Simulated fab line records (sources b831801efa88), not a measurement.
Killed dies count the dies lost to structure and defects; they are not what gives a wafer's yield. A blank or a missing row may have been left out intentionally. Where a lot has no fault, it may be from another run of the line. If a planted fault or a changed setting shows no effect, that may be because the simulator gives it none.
fab line records ; flow gf180mcu
[record] lots = 7; wafers = 21; lastDay = 34
route steps=602 shown V2@383
lots that met no fault: from a run of the same line without faults
startH: hours from the record's opening day to when the first of the lot's shown wafers began ; waitH: hours from the lot's prior step to this one ; " as in the row above ; L1.1+2: one row covering several wafers at once ; - no value present, or no start provided ; * or withheld: withheld ; < > ~ a bound
route shown NAME@n: NAME is a module with steps in the file, n the number in the route of the first one ; usual: mean/standard deviation of fault-free wafers ; same: alike in all rows ; chamber/n: place in a boat ; sites: readings site by site ; _std_site: standard deviation of those values ; _edge_site: mean of outer sites minus mean of inner sites ; radiusMm: how far each site lies from the wafer's centre ; mask NAME#n: copy n ; behind: the most recent tool/chamber to have shaped the wafer ; hold: what put the lot on hold/how long, in hours/how the hold closed ; device: the transistor (n, p or np) that didn't switch ; end of line: the route-end tests of the same wafers ; a step with no rows: only its recipe ; killed: the dies lost at the first sort to structure and to defects; this is not the yield of the wafer ; map: a wafer's dies, x killed, . not, _ none there
set.NAME: the setting as run; set.NAME@STEP: as run at that earlier step ; model.NAME: the simulator's own value behind a step, which no gauge read
lots at some steps of the route; a table a step, a row a wafer
services: the hour from which a tool's chamber was out of use, counted from the record's first day as startH (under 0 if before that day), plus the number of hours and why
[[steps]]
[step GF_V2_THK_MEAS_01]
[recipe] reads = SiO2_of_V2_CVD_00
[usual] V2_CVD_00_THK = 599/5.1
lot.wafer;tool;chamber;startH;waitH;V2_CVD_00_THK[nm]
L169.1;filmMetro-03;-;434.54;0.0;594
L169.2;filmMetro-03;-;434.54;0.0;596
L169.3;filmMetro-03;-;434.54;0.0;599
L177.1;filmMetro-01;-;518.10;0.0;595
L177.2;filmMetro-01;-;518.10;0.0;599
L177.3;filmMetro-01;-;518.10;0.0;599
L184.3;filmMetro-04;-;568.20;0.1;593
L184.4;filmMetro-04;-;568.20;0.1;591
L184.6;filmMetro-04;-;568.20;0.1;605
L185.1;filmMetro-01;-;585.39;0.0;594
L185.2;filmMetro-01;-;585.39;0.0;598
L185.4;filmMetro-01;-;585.39;0.0;591
L187.2;filmMetro-04;-;604.01;0.0;606
L187.3;filmMetro-04;-;604.01;0.0;601
L187.4;filmMetro-04;-;604.01;0.0;593
L188.4;filmMetro-03;-;608.33;0.0;602
L188.5;filmMetro-03;-;608.33;0.0;598
L188.6;filmMetro-03;-;608.33;0.0;593
L191.2;filmMetro-01;-;614.89;0.0;597
L191.3;filmMetro-01;-;614.89;0.0;595
L191.4;filmMetro-01;-;614.89;0.0;596
[step GF_V2_CVD_02]
[recipe] material = SiO2; targetThkNm = 850; precursor = TEOS; tempC = 400; timeS = 94.851; rfW = 600
[usual] heaterPowerW = 677/78
lot.wafer;tool;chamber;startH;waitH;heaterPowerW
L169.1;pecvd-02;1;434.60;0.1;771
L169.2;pecvd-02;2;434.60;0.1;806
L169.3;pecvd-02;0;434.60;0.1;537
L177.1;pecvd-04;1;518.16;0.1;617
L177.2;pecvd-04;0;518.16;0.1;548
L177.3;pecvd-04;2;518.16;0.1;691
L184.3;pecvd-02;1;568.24;0.0;769
L184.4;pecvd-02;2;568.24;0.0;798
L184.6;pecvd-02;0;568.24;0.0;502
L185.1;pecvd-02;0;585.45;0.1;539
L185.2;pecvd-02;2;585.45;0.1;701
L185.4;pecvd-02;0;585.45;0.1;600
L187.2;pecvd-03;2;604.06;0.0;730
L187.3;pecvd-03;1;604.06;0.0;611
L187.4;pecvd-03;1;604.06;0.0;690
L188.4;pecvd-02;1;608.39;0.1;703
L188.5;pecvd-02;2;608.39;0.1;804
L188.6;pecvd-02;0;608.39;0.1;627
L191.2;pecvd-03;0;614.94;0.0;699
L191.3;pecvd-03;2;614.94;0.0;752
L191.4;pecvd-03;2;614.94;0.0;810
[step GF_V2_THK_MEAS_03]
[recipe] reads = SiO2_of_V2_CVD_02
[usual] V2_CVD_02_THK = 850/9.7
lot.wafer;tool;chamber;startH;waitH;V2_CVD_02_THK[nm]
L169.1;filmMetro-04;-;434.67;0.0;851
L169.2;filmMetro-04;-;434.67;0.0;851
L169.3;filmMetro-04;-;434.67;0.0;843
L177.1;filmMetro-01;-;518.23;0.0;841
L177.2;filmMetro-01;-;518.23;0.0;845
L177.3;filmMetro-01;-;518.23;0.0;842
L184.3;filmMetro-01;-;568.33;0.1;853
L184.4;filmMetro-01;-;568.33;0.1;858
L184.6;filmMetro-01;-;568.33;0.1;859
L185.1;filmMetro-03;-;585.52;0.0;834
L185.2;filmMetro-03;-;585.52;0.0;840
L185.4;filmMetro-03;-;585.52;0.0;861
L187.2;filmMetro-01;-;604.14;0.0;848
L187.3;filmMetro-01;-;604.14;0.0;843
L187.4;filmMetro-01;-;604.14;0.0;849
L188.4;filmMetro-01;-;608.46;0.0;850
L188.5;filmMetro-01;-;608.46;0.0;850
L188.6;filmMetro-01;-;608.46;0.0;843
L191.2;filmMetro-04;-;615.02;0.0;846
L191.3;filmMetro-04;-;615.02;0.0;845
L191.4;filmMetro-04;-;615.02;0.0;852
[step GF_V2_CMP_04]
[recipe] material = SiO2; downForcePsi = 4; platenRpm = 60; padVelocityMS = 0.94248
[usual] edgeZonePressureFrac = 1.000/0.0052; motorCurrentA = 12.2/0.77; slurryFilterDpKPa = 13.51/0.14; timeToEndpointS = 82/4.3
lot.wafer;tool;chamber;startH;waitH;edgeZonePressureFrac;motorCurrentA;slurryFilterDpKPa;timeToEndpointS
L169.3;cmp-02;2;434.73;0.0;1.000;11.2;13.60;82
L169.2;cmp-02;3;434.73;0.0;1.007;12.1;13.56;79
L169.1;cmp-02;1;434.73;0.0;0.997;11.5;13.50;87
L177.2;cmp-01;3;518.29;0.0;1.007;11.9;13.60;80
L177.1;cmp-01;0;518.29;0.0;0.993;11.9;13.59;76
L177.3;cmp-01;2;518.29;0.0;1.006;12.9;13.62;75
L184.4;cmp-02;2;568.37;0.0;1.001;12.0;13.57;89
L184.3;cmp-02;1;568.37;0.0;1.006;11.6;13.25;87
L184.6;cmp-02;3;568.37;0.0;1.003;11.5;13.57;91
L185.2;cmp-01;3;585.58;0.0;0.990;12.1;13.43;79
L185.1;cmp-01;1;585.58;0.0;1.004;12.5;13.62;78
L185.4;cmp-01;2;585.58;0.0;1.001;12.9;13.36;81
L187.2;cmp-02;3;604.19;0.0;0.994;11.3;13.55;80
L187.3;cmp-02;0;604.19;0.0;0.998;14.0;13.51;80
L187.4;cmp-02;1;604.19;0.0;1.003;12.0;13.70;81
L188.4;cmp-01;3;608.65;0.2;1.001;10.9;13.63;88
L188.6;cmp-01;3;608.65;0.2;1.009;11.8;13.55;80
L188.5;cmp-01;0;608.65;0.2;1.000;11.4;13.29;82
L191.4;cmp-02;1;615.12;0.1;0.991;12.0;13.57;81
L191.2;cmp-02;2;615.12;0.1;0.991;12.1;13.44;80
L191.3;cmp-02;3;615.12;0.1;0.996;11.4;13.47;79
[step GF_V2_BOW_MEAS_05]
[recipe] mode = bow
[usual] V2_BOW = 99/9.8
lot.wafer;tool;chamber;startH;waitH;V2_BOW[um]
L169.1;filmMetro-04;-;435.03;0.1;92
L169.2;filmMetro-04;-;435.03;0.1;96
L169.3;filmMetro-04;-;435.03;0.1;97
L177.1;filmMetro-04;-;518.59;0.2;108
L177.2;filmMetro-04;-;518.59;0.2;93
L177.3;filmMetro-04;-;518.59;0.2;93
L184.3;filmMetro-01;-;568.71;0.1;98
L184.4;filmMetro-01;-;568.71;0.1;93
L184.6;filmMetro-01;-;568.71;0.1;110
L185.1;filmMetro-04;-;585.88;0.1;113
L185.2;filmMetro-04;-;585.88;0.1;110
L185.4;filmMetro-04;-;585.88;0.1;97
L187.2;filmMetro-01;-;604.51;0.3;116
L187.3;filmMetro-01;-;604.51;0.3;98
L187.4;filmMetro-01;-;604.51;0.3;127
L188.4;filmMetro-01;-;609.01;0.3;104
L188.5;filmMetro-01;-;609.01;0.3;106
L188.6;filmMetro-01;-;609.01;0.3;104
L191.2;filmMetro-01;-;615.39;0.2;90
L191.3;filmMetro-01;-;615.39;0.2;98
L191.4;filmMetro-01;-;615.39;0.2;110
[step GF_V2_DEHYDRATE_06]
[recipe] tempC = 200; timeS = 60
[step GF_V2_HMDS_07]
[recipe] primeTimeS = 60; primeTempC = 120
[step GF_V2_COAT_08]
[recipe] resist = BARC; tempC = withheld; timeS = withheld; spinRpm = withheld; resistThkNm = withheld
[step GF_V2_COAT_09]
[recipe] resist = KrF; spinRpm = withheld; resistThkNm = 1000
[step GF_V2_SOFTBAKE_10]
[recipe] tempC = 130; timeS = 60; resist = KrF
[step GF_V2_EXPOSE_11]
[recipe] maskId = Via2; targetCdNm = 260; na = 0.68; sourceShape = conventional; sigmaOuter = 0.6; doseMj = 38
[step GF_V2_PEB_12]
[recipe] pebTempC = 135; pebTimeS = 90; resist = KrF
[step GF_V2_DEVELOP_13]
[recipe] developTimeS = 60; resist = KrF; devTempC = 21
[usual] chillPlateTempC = 22.99/0.11; developTimeS = 60/0
lot.wafer;tool;chamber;startH;waitH;chillPlateTempC;developTimeS;model.KrF_of_V2_COAT_09.thkNm
L169.1;lithoTrack-01;0;459.55;0.2;22.95;60;986.4
L169.2;lithoTrack-01;0;459.55;0.2;23.01;60;986.2
L169.3;lithoTrack-01;0;459.55;0.2;23.02;60;982.8
L177.1;lithoTrack-01;0;538.90;0.2;22.98;60;982.7
L177.2;lithoTrack-01;0;538.90;0.2;22.89;60;983.1
L177.3;lithoTrack-01;0;538.90;0.2;22.97;60;981.9
L184.3;lithoTrack-01;-;589.45;0.1;-;-;997.8
L184.4;lithoTrack-01;-;589.45;0.1;-;-;994.7
L184.6;lithoTrack-01;-;589.45;0.1;-;-;996.6
L185.1;lithoTrack-03;-;606.91;0.2;-;-;998
L185.2;lithoTrack-03;-;606.91;0.2;-;-;1001
L185.4;lithoTrack-03;-;606.91;0.2;-;-;1001
L187.2;lithoTrack-01;-;624.97;0.2;-;-;998.1
L187.3;lithoTrack-01;-;624.97;0.2;-;-;996.9
L187.4;lithoTrack-01;-;624.97;0.2;-;-;997.1
L188.4;lithoTrack-01;0;629.32;0.1;23.04;60;983.8
L188.5;lithoTrack-01;0;629.32;0.1;23.09;60;983.9
L188.6;lithoTrack-01;0;629.32;0.1;22.92;60;986.4
L191.2;lithoTrack-01;0;635.97;0.2;23.09;60;990
L191.3;lithoTrack-01;0;635.97;0.2;23.15;60;990.2
L191.4;lithoTrack-01;0;635.97;0.2;23.10;60;987.8
[step GF_V2_CD_MEAS_14]
[recipe] targetCdNm = 260
[usual] cdNm = 260.1/1.2
lot.wafer;tool;chamber;startH;waitH;cdNm
L169.1;cdSem-01;-;459.70;0.1;259.2
L169.2;cdSem-01;-;459.70;0.1;259.6
L169.3;cdSem-01;-;459.70;0.1;260.1
L177.1;cdSem-02;-;542.91;4.0;261.4
L177.2;cdSem-02;-;542.91;4.0;261.4
L177.3;cdSem-02;-;542.91;4.0;259.9
L184.3;cdSem-02;-;589.61;0.1;-
L184.4;cdSem-02;-;589.61;0.1;-
L184.6;cdSem-02;-;589.61;0.1;-
L185.1;cdSem-01;-;607.06;0.1;-
L185.2;cdSem-01;-;607.06;0.1;-
L185.4;cdSem-01;-;607.06;0.1;-
L187.2;cdSem-01;-;625.12;0.1;-
L187.3;cdSem-01;-;625.12;0.1;-
L187.4;cdSem-01;-;625.12;0.1;-
L188.4;cdSem-02;-;629.46;0.1;257.8
L188.5;cdSem-02;-;629.46;0.1;257.8
L188.6;cdSem-02;-;629.46;0.1;258.5
L191.2;cdSem-02;-;636.12;0.1;257.8
L191.3;cdSem-02;-;636.12;0.1;258.0
L191.4;cdSem-02;-;636.12;0.1;258.5
[[services]]
tool;chamber;startH;hours;kind
cmp-01;-;411.01;7.4;pm
pecvd-02;-;427.07;2.8;pm
pecvd-02;-;444.61;2.8;repair
cmp-02;-;448.72;0.3;repair
cmp-02;-;456.48;1.1;repair
pecvd-03;1;466.67;4.9;repair
pecvd-04;-;476.81;6.0;pm
cmp-02;-;508.31;0.2;repair
cmp-02;-;518.56;4.8;pm
pecvd-02;-;523.33;1.9;repair
cmp-01;-;532.11;0.3;repair
cmp-01;-;534.36;5.0;pm
cmp-01;-;572.00;4.0;pm
cmp-02;-;577.85;0.8;repair
pecvd-04;0;579.17;4.3;repair
pecvd-03;-;582.74;2.7;repair
pecvd-02;-;591.12;14.0;pm
pecvd-02;0;591.12;14.0;ventCycle
pecvd-02;1;591.12;14.0;ventCycle
pecvd-02;2;591.12;14.0;ventCycle
pecvd-02;0;605.12;-;clean
pecvd-02;1;605.12;-;clean
pecvd-03;2;619.94;4.1;repair
cmp-02;-;624.14;0.8;repair
[[key]]
[firstSign] step = GF_V2_DEVELOP_13; reading = toolRecord; direction = missing
effect none on later readings
[modelEffect] step = GF_V2_DEVELOP_13; value = KrF_of_V2_COAT_09.thkNm; without = 983; struck = 997.9
metAt GF_V2_DEVELOP_13
struckWafers L184.3,L184.4,L184.6,L185.1,L185.2,L185.4,L187.2,L187.3,L187.4
laterRowsLeftOut L184.3,L184.4,L184.6,L185.1,L185.2,L185.4,L187.2,L187.3,L187.4
sortLeftOut L184.3,L184.4,L184.6,L185.1,L185.2,L185.4,L187.2,L187.3,L187.4
onsetBetween 538.90 589.45
[fault] kind = skippedStepWhole; tool = lithoTrack-01,lithoTrack-03; chamber = -; onsetH = 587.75; steps = GF_V2_DEVELOP_13; scope = struckLotsOnly
// sortLeftOut: the simulated sort isn't trusted on such a fault, so these wafers' sort isn't shown, and their yield isn't known
// laterRowsLeftOut: the simulator's readings of these wafers behind a module that went badly wrong aren't trusted and aren't shown, but for the sort
